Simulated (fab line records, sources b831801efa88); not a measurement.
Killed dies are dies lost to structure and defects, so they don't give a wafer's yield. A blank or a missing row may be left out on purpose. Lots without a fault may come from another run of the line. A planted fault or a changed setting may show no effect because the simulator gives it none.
Chamber matching | flow gf180mcu | GF_PASSIVATION_ETCH_11 on rie_diel-04: 4 sister chambers
The step etches the open film in CF4/O2, stops on TiN, target depth 1800 nm, time 400 s. 4 wafers are shown with their chamber, then 12 later ones without.

WAFERS WITH THEIR CHAMBER
wafer  | chamber | oes_product_au (a.u.)
L084.5 | 2       | 0.968
L088.1 | 0       | 0.965
L088.2 | 1       | 0.968
L088.4 | 3       | 0.967

WAFERS WITHOUT THEIR CHAMBER
wafer  | oes_product_au (a.u.)
L089.4 | 0.964
L089.5 | 0.966
L089.6 | 0.965
L090.2 | 0.960
L090.3 | 0.963
L090.5 | 0.959
L096.2 | 0.960
L096.4 | 0.963
L096.6 | 0.962
L097.2 | 0.964
L097.4 | 0.966
L097.5 | 0.981

WHICH CHAMBER EACH WENT THROUGH
wafer  | from the rows above               | in truth
L089.4 | can't be placed: 0 or 3 or 1 or 2 | 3
L089.5 | can't be placed: 0 or 3 or 1 or 2 | 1
L089.6 | can't be placed: 0 or 3 or 1 or 2 | 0
L090.2 | can't be placed: 0 or 3 or 1 or 2 | 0
L090.3 | can't be placed: 0 or 3 or 1 or 2 | 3
L090.5 | can't be placed: 0 or 3 or 1 or 2 | 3
L096.2 | can't be placed: 0 or 3 or 1 or 2 | 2
L096.4 | can't be placed: 0 or 3 or 1 or 2 | 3
L096.6 | can't be placed: 0 or 3 or 1 or 2 | 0
L097.2 | can't be placed: 0 or 3 or 1 or 2 | 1
L097.4 | can't be placed: 0 or 3 or 1 or 2 | 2
L097.5 | can't be placed: 1 or 2 or 3 or 0 | 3
Placed correctly: 0 of 12. Can't be placed from these rows: 12 (the true chamber is among the candidates in 12). Placed wrongly: 0.
How it was worked out, from the rows above alone: a wafer's distance from a chamber is the root of the sum, over the readings, of the square of ((its reading less the chamber's mean) divided by the reading's scatter). The wafer belongs to the nearest chamber; if the next one is less than 2 further off, it can't be placed. A chamber's mean is the mean of its shown wafers. The scatter: with one shown wafer a chamber, the root of the mean of the squares of how far each hidden wafer lies from its nearest shown one.
